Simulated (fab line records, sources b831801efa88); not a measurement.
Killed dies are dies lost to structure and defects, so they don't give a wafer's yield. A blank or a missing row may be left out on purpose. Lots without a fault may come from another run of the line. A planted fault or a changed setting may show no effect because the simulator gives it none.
fab line records | flow sky130
record lots=12 wafers=36 last_day=50
route steps=708 shown VT_ADJUST_LVTN@105 SD_P@327 METAL1@438
lots that met no fault: from a run of the same line without faults
start_h: hours from the record's first day to the start of the lot's first wafer shown | wait_h: hours since the lot's step before | " the same as in the row above | L1.1+2: a row that stands for several wafers | - no value, or no start given | * or withheld: withheld | < > ~ a bound
route shown NAME@n: a module of which the file shows steps, and the number in the route of the first | usual: mean/standard deviation of fault-free wafers | same: alike in all rows | chamber/n: place in a boat | sites: the reading at each site | _std_site: their standard deviation | _edge_site: outer sites' mean less inner sites' | radius_mm: how far each site lies from the wafer's centre | mask NAME#n: copy n | behind: the tool/chamber that last shaped the wafer | hold: why the lot was held/for how many hours/how that ended | device: the transistor (n, p or np) that didn't switch | end of line: the same wafers' tests at the end of the route | a step without rows: its recipe alone | killed: dies lost to structure and defects at the first sort, not the wafer's yield | map: a wafer's dies, x killed, . not, _ none there
set.NAME: the setting as run; set.NAME@STEP: as run at that earlier step | model.NAME: the simulator's own value behind a step, which no gauge read
steps of the route over a sample of lots; a table a step, a row a wafer
services: from which hour (start_h, from the record's first day; less than 0 if before it) a tool's chamber was out of use, for how many hours, and why
## steps
# step SKY_VT_ADJUST_LVTN_IMPLANT_08
# recipe species=B energy_kev=30 dose_cm2=1.57e+12 tilt_deg=withheld
# usual dose_ions_cm2=1.5703e+12/1.6e+09 faraday_current_uA=8.84/0.17
# columns lot.wafer tool chamber start_h wait_h dose_ions_cm2 faraday_current_uA
L628.3 implanter-02 0 149.79 0.1 1.5687e+12 8.73
L628.4 " 0 " " 1.5708e+12 9.06
L628.6 " 0 " " 1.5689e+12 8.83
L629.1 implanter-02 0 160.29 0.0 1.5722e+12 8.83
L629.2 " 0 " " 1.5698e+12 8.82
L629.3 " 0 " " 1.569e+12 8.75
L630.2 implanter-02 0 168.96 0.0 1.5717e+12 8.81
L630.4 " 0 " " 1.5733e+12 8.74
L630.5 " 0 " " 1.5708e+12 8.97
L632.4 implanter-02 0 175.54 0.1 1.5721e+12 8.53
L632.5 " 0 " " 1.5698e+12 8.75
L632.6 " 0 " " 1.5678e+12 8.78
L631.2 implanter-01 0 176.96 0.0 1.5695e+12 8.73
L631.3 " 0 " " 1.5704e+12 8.69
L631.4 " 0 " " 1.57e+12 8.97
L635.3 implanter-02 0 194.49 0.1 2.1076e+12 11.75
L635.5 " 0 " " 2.1057e+12 12.07
L635.6 " 0 " " 2.1112e+12 12.01
L636.3 implanter-02 0 201.89 0.1 2.1081e+12 12.15
L636.5 " 0 " " 2.1097e+12 11.81
L636.6 " 0 " " 2.1108e+12 11.99
L637.1 implanter-04 0 206.32 0.0 1.5711e+12 8.87
L637.4 " 0 " " 1.5687e+12 8.76
L637.6 " 0 " " 1.5705e+12 8.89
L644.1 implanter-01 0 251.29 0.0 1.5712e+12 9.09
L644.2 " 0 " " 1.572e+12 8.63
L644.6 " 0 " " 1.5705e+12 8.68
L647.2 implanter-04 0 271.16 0.0 1.5698e+12 8.97
L647.5 " 0 " " 1.5704e+12 9.00
L647.6 " 0 " " 1.5699e+12 8.77
L648.2 implanter-04 0 277.92 0.0 1.5721e+12 8.72
L648.5 " 0 " " 1.5698e+12 8.81
L648.6 " 0 " " 1.5709e+12 9.10
L649.1 implanter-02 0 283.97 0.0 1.5704e+12 8.72
L649.2 " 0 " " 1.5723e+12 9.15
L649.6 " 0 " " 1.5725e+12 8.38
# step SKY_VT_ADJUST_LVTN_TW_MEAS_10
# usual VT_ADJUST_LVTN_TW=243.2/1.1
# columns lot.wafer tool chamber start_h wait_h VT_ADJUST_LVTN_TW
L628.3 film_metro-03 - 150.01 0.1 243.8
L628.4 " - " " 243.2
L628.6 " - " " 244.4
L629.1 film_metro-01 - 160.54 0.1 242.8
L629.2 " - " " 242.0
L629.3 " - " " 242.0
L630.2 film_metro-03 - 169.20 0.1 243.8
L630.4 " - " " 243.9
L630.5 " - " " 243.7
L632.4 film_metro-03 - 175.75 0.1 244.3
L632.5 " - " " 243.1
L632.6 " - " " 244.0
L631.2 film_metro-03 - 177.20 0.1 244.1
L631.3 " - " " 244.1
L631.4 " - " " 244.4
L635.3 film_metro-03 - 194.71 0.1 267.4
L635.5 " - " " 265.5
L635.6 " - " " 266.0
L636.3 film_metro-02 - 202.11 0.1 265.8
L636.5 " - " " 265.1
L636.6 " - " " 265.9
L637.1 film_metro-02 - 206.57 0.1 245.2
L637.4 " - " " 243.2
L637.6 " - " " 244.5
L644.1 film_metro-02 - 251.54 0.1 244.2
L644.2 " - " " 245.8
L644.6 " - " " 244.7
L647.2 film_metro-01 - 271.40 0.1 242.4
L647.5 " - " " 243.0
L647.6 " - " " 241.5
L648.2 film_metro-03 - 278.15 0.1 242.3
L648.5 " - " " 242.0
L648.6 " - " " 241.6
L649.1 film_metro-01 - 284.22 0.1 242.3
L649.2 " - " " 242.2
L649.6 " - " " 243.4
# step SKY_SD_P_CD_MEAS_07
# recipe target_cd_nm=380
# usual cd_nm=379.8/2.2
# columns lot.wafer tool chamber start_h wait_h cd_nm
L628.3 cd_sem-02 - 593.79 0.1 381.0
L628.4 " - " " 379.8
L628.6 " - " " 380.5
L629.1 cd_sem-02 - 617.50 0.1 381.0
L629.2 " - " " 381.2
L629.3 " - " " 382.3
L630.2 cd_sem-01 - 628.52 0.1 380.7
L630.4 " - " " 379.3
L630.5 " - " " 381.6
L632.4 cd_sem-01 - 633.85 0.2 381.9
L632.5 " - " " 380.3
L632.6 " - " " 383.3
L631.2 cd_sem-01 - 638.62 0.1 382.3
L631.3 " - " " 382.1
L631.4 " - " " 380.7
L635.3 cd_sem-02 - 662.89 0.1 379.4
L635.5 " - " " 381.2
L635.6 " - " " 380.6
L636.3 cd_sem-01 - 667.65 0.1 380.8
L636.5 " - " " 381.5
L636.6 " - " " 383.1
L637.1 cd_sem-01 - 675.40 0.1 376.5
L637.4 " - " " 377.4
L637.6 " - " " 380.7
L644.1 cd_sem-01 - 733.40 0.1 379.9
L644.2 " - " " 380.4
L644.6 " - " " 378.3
L647.2 cd_sem-02 - 748.17 0.1 376.8
L647.5 " - " " 376.1
L647.6 " - " " 377.7
L648.2 cd_sem-01 - 755.10 0.2 375.6
L648.5 " - " " 376.0
L648.6 " - " " 376.3
L649.1 cd_sem-01 - 765.21 0.1 377.7
L649.2 " - " " 376.3
L649.6 " - " " 380.0
# step SKY_METAL1_SPUTTER_04
# recipe material=TiN target_thk_nm=70 power_w=6500 time_s=58.3 chamber_pressure_pa=0.4
# usual chamber_pressure_pa=0.4001/0.00093 throttle_valve_pct=30.7/0.68
# columns lot.wafer tool chamber start_h wait_h chamber_pressure_pa throttle_valve_pct
L628.3 pvd_sputter-04 - 745.07 0.0 0.4009 29.8
L628.4 " - " " 0.4012 30.6
L628.6 " - " " 0.4009 29.7
L629.1 pvd_sputter-04 - 765.57 0.0 0.4003 31.8
L629.2 " - " " 0.3989 30.8
L629.3 " - " " 0.3989 29.8
L630.2 pvd_sputter-04 - 774.73 0.0 0.3994 29.7
L630.4 " - " " 0.3996 30.1
L630.5 " - " " 0.3991 30.4
L632.4 pvd_sputter-02 - 778.95 0.0 0.3987 30.7
L632.5 " - " " 0.3985 30.1
L632.6 " - " " 0.4008 30.8
L631.2 pvd_sputter-04 - 785.52 0.0 0.4010 30.4
L631.3 " - " " 0.3989 30.1
L631.4 " - " " 0.3999 30.3
L635.3 pvd_sputter-01 - 804.59 0.0 0.3995 31.4
L635.5 " - " " 0.4005 31.7
L635.6 " - " " 0.4002 31.0
L636.3 pvd_sputter-01 - 806.22 0.0 0.3998 30.8
L636.5 " - " " 0.4003 30.6
L636.6 " - " " 0.3993 31.5
L637.1 pvd_sputter-04 - 817.51 0.0 0.3988 30.3
L637.4 " - " " 0.4005 30.1
L637.6 " - " " 0.3998 31.6
L644.1 pvd_sputter-04 - 870.67 0.0 0.4000 29.9
L644.2 " - " " 0.4011 31.6
L644.6 " - " " 0.4016 31.7
L647.2 pvd_sputter-04 - 890.24 0.0 0.3998 29.9
L647.5 " - " " 0.3990 30.3
L647.6 " - " " 0.4006 29.7
L648.2 pvd_sputter-04 - 891.79 0.0 0.4005 30.7
L648.5 " - " " 0.4003 31.6
L648.6 " - " " 0.3998 29.7
L649.1 pvd_sputter-02 - 900.22 0.0 0.3994 31.0
L649.2 " - " " 0.4007 30.4
L649.6 " - " " 0.4005 30.9
# step SKY_METAL1_RS_MEAS_05
# recipe thk_meas_gauge=four-point-probe reads=TiN_of_METAL1_SPUTTER_04+Ti_of_METAL1_SPUTTER_03+AlCu_of_METAL1_SPUTTER_02+TiN_of_METAL1_SPUTTER_01+Ti_of_METAL1_SPUTTER_00
# usual METAL1_ALCU_RS=0.1274/0.0012
# columns lot.wafer tool chamber start_h wait_h METAL1_ALCU_RS[ohm/sq]
L628.3 film_metro-04 - 745.16 0.1 0.1268
L628.4 " - " " 0.1270
L628.6 " - " " 0.1266
L629.1 film_metro-02 - 765.62 0.0 0.1276
L629.2 " - " " 0.1272
L629.3 " - " " 0.1281
L630.2 film_metro-02 - 774.80 0.0 0.1266
L630.4 " - " " 0.1266
L630.5 " - " " 0.1265
L632.4 film_metro-04 - 779.06 0.1 0.1285
L632.5 " - " " 0.1288
L632.6 " - " " 0.1286
L631.2 film_metro-04 - 785.59 0.0 0.1261
L631.3 " - " " 0.1263
L631.4 " - " " 0.1268
L635.3 film_metro-04 - 804.68 0.1 0.1289
L635.5 " - " " 0.1278
L635.6 " - " " 0.1285
L636.3 film_metro-02 - 806.31 0.1 0.1270
L636.5 " - " " 0.1278
L636.6 " - " " 0.1274
L637.1 film_metro-02 - 817.56 0.0 0.1284
L637.4 " - " " 0.1262
L637.6 " - " " 0.1264
L644.1 film_metro-04 - 870.72 0.0 0.1264
L644.2 " - " " 0.1254
L644.6 " - " " 0.1265
L647.2 film_metro-04 - 890.31 0.0 0.1270
L647.5 " - " " 0.1275
L647.6 " - " " 0.1280
L648.2 film_metro-02 - 891.86 0.0 0.1281
L648.5 " - " " 0.1262
L648.6 " - " " 0.1271
L649.1 film_metro-02 - 900.27 0.0 0.1298
L649.2 " - " " 0.1306
L649.6 " - " " 0.1292
## services
# columns tool chamber start_h hours kind
implanter-02 - 133.31 4.5 pm
pvd_sputter-04 - 186.40 3.1 repair
pvd_sputter-04 - 224.90 1.4 repair
pvd_sputter-04 - 277.05 0.5 repair
pvd_sputter-04 - 290.12 4.1 repair
implanter-04 - 309.90 4.1 repair
implanter-04 - 314.05 3.7 pm
implanter-02 - 314.58 4.9 pm
implanter-02 - 320.68 2.8 repair
implanter-04 - 353.44 1.3 repair
implanter-04 - 378.23 1.1 repair
pvd_sputter-04 - 402.76 7.3 repair
pvd_sputter-04 - 417.27 0.6 repair
pvd_sputter-04 - 441.10 3.1 repair
pvd_sputter-04 - 467.21 8.9 repair
implanter-04 - 518.11 2.1 pm
implanter-02 - 529.13 3.2 pm
implanter-04 - 612.66 6.3 pm
pvd_sputter-04 - 683.08 3.4 repair
implanter-02 - 697.34 4.4 repair
implanter-02 - 698.59 0.9 repair
implanter-04 - 746.91 1.7 repair
implanter-02 - 803.58 5.3 pm
implanter-02 - 899.71 2.3 repair
## key
first_sign step=SKY_VT_ADJUST_LVTN_IMPLANT_08 reading=dose_ions_cm2 direction=up sigmas=99+ usual=* struck=*
effect step=SKY_VT_ADJUST_LVTN_IMPLANT_08 reading=faraday_current_uA direction=up sigmas=18 usual=8.84 struck=11.96
effect step=SKY_VT_ADJUST_LVTN_TW_MEAS_10 reading=VT_ADJUST_LVTN_TW direction=up sigmas=21 usual=243.2 struck=265.9
met_at SKY_VT_ADJUST_LVTN_IMPLANT_08
struck_lots L635,L636
tester_left_out L635,L636
not_acting_at SKY_SD_P_CD_MEAS_07,SKY_METAL1_SPUTTER_04,SKY_METAL1_RS_MEAS_05
onset_between 175.54 194.49
fault kind=process_parameter_drift tool=implanter-02 chamber=- onset_h=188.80 steps=SKY_VT_ADJUST_LVTN_IMPLANT_08 channel=dose_cm2 offset=* shape=step end_h=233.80 acts_in=* stated=*
# tester_left_out: of these lots the tester's yield and bins aren't shown, on N5 and GAA mostly nor the transistor test; their killed dies are dies lost to structure and defects alone, not to doping, threshold or leakage, so they don't give the yield
